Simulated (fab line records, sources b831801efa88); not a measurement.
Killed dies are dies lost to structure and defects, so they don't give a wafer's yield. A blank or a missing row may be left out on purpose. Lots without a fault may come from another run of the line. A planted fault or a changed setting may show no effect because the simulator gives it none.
Problem report in the 8D (eight disciplines) form, filled by code | flow gf180mcu | the parts of the form that need people (team, actions taken, sign-off) are left out

1. THE PROBLEM
beam_energy_keV at GF_HV_LDD_IMPLANT_21 reads a mean of 29.342 on 6 wafers of 2 lots; wafers without a fault read 25.000 with a standard deviation of 0.0078. That is +99 or more standard deviations from the usual mean.
First seen on wafer L933.1, day 15 03:23, on implanter-03. The record holds 18 wafers of 6 lots with a number at this step. Rule for "out", or "out of limits": more than 4 standard deviations from the usual mean. The other wafers with a number count as sound.

2. WHAT IT IS AND WHAT IT IS NOT
question                    | is                     | is not
which readings at this step | beam_energy_keV        | -
which lots                  | L933, L935             | L924, L931, L934, L942
which wafers of those lots  | all that have a number | -
read on which tools         | implanter-03           | implanter-01, implanter-04
when                        | from day 15 03:23      | up to then (6 sound wafers); but 6 sound wafers of L934, L942 came after

3. SUSPECTS, AND WHAT RULES EACH OUT
Counting: a tool at a process step up to the reading stays a suspect if it ran every lot that is out and no sound lot after the first of them.
- plasma_asher-03 at GF_HV_LDD_STRIP_10 (strips in O2/N2): ruled out as a lasting fault. Sound lots L942 ran on it after its first lot that is out, L933 (day 14 06:50).
- implanter-03 at GF_HV_LDD_IMPLANT_21: kept. It ran every lot that is out, first L933 (day 15 03:23), and no sound lot after that; its last sound lot up to then is L931 (day 14 02:50). Its own readings are out on those wafers: beam_energy_keV.
Left after counting: implanter-03 at GF_HV_LDD_IMPLANT_21.

4. THE CAUSE (what the simulator had put in)
Process parameter drift: implanter-03, from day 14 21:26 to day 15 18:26, at GF_HV_LDD_IMPLANT_21. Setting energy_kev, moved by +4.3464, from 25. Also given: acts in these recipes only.
Counting left only this tool.

5. THE CHAIN OF EFFECTS, in route order
Each row: a reading whose mean over the struck wafers that have a number lies more than 3 standard deviations from the usual. Only readings for which the record gives a usual standard deviation are gone through. hours: the time from each lot's start at the first step in this table that gives one to its start at this step, as a median over the lots. sigmas: the change in usual standard deviations.
hours | step                 | reading         | usual  | on struck wafers | change | sigmas
0     | GF_HV_LDD_IMPLANT_21 | beam_energy_keV | 25.000 | 29.342           | +4.342 | +99 or more
The process steps in it:
- GF_HV_LDD_IMPLANT_21

6. WHAT WOULD HAVE CAUGHT IT SOONER
In this record the first reading out of limits was taken at day 15 03:23, 6 hours after the fault began at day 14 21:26.
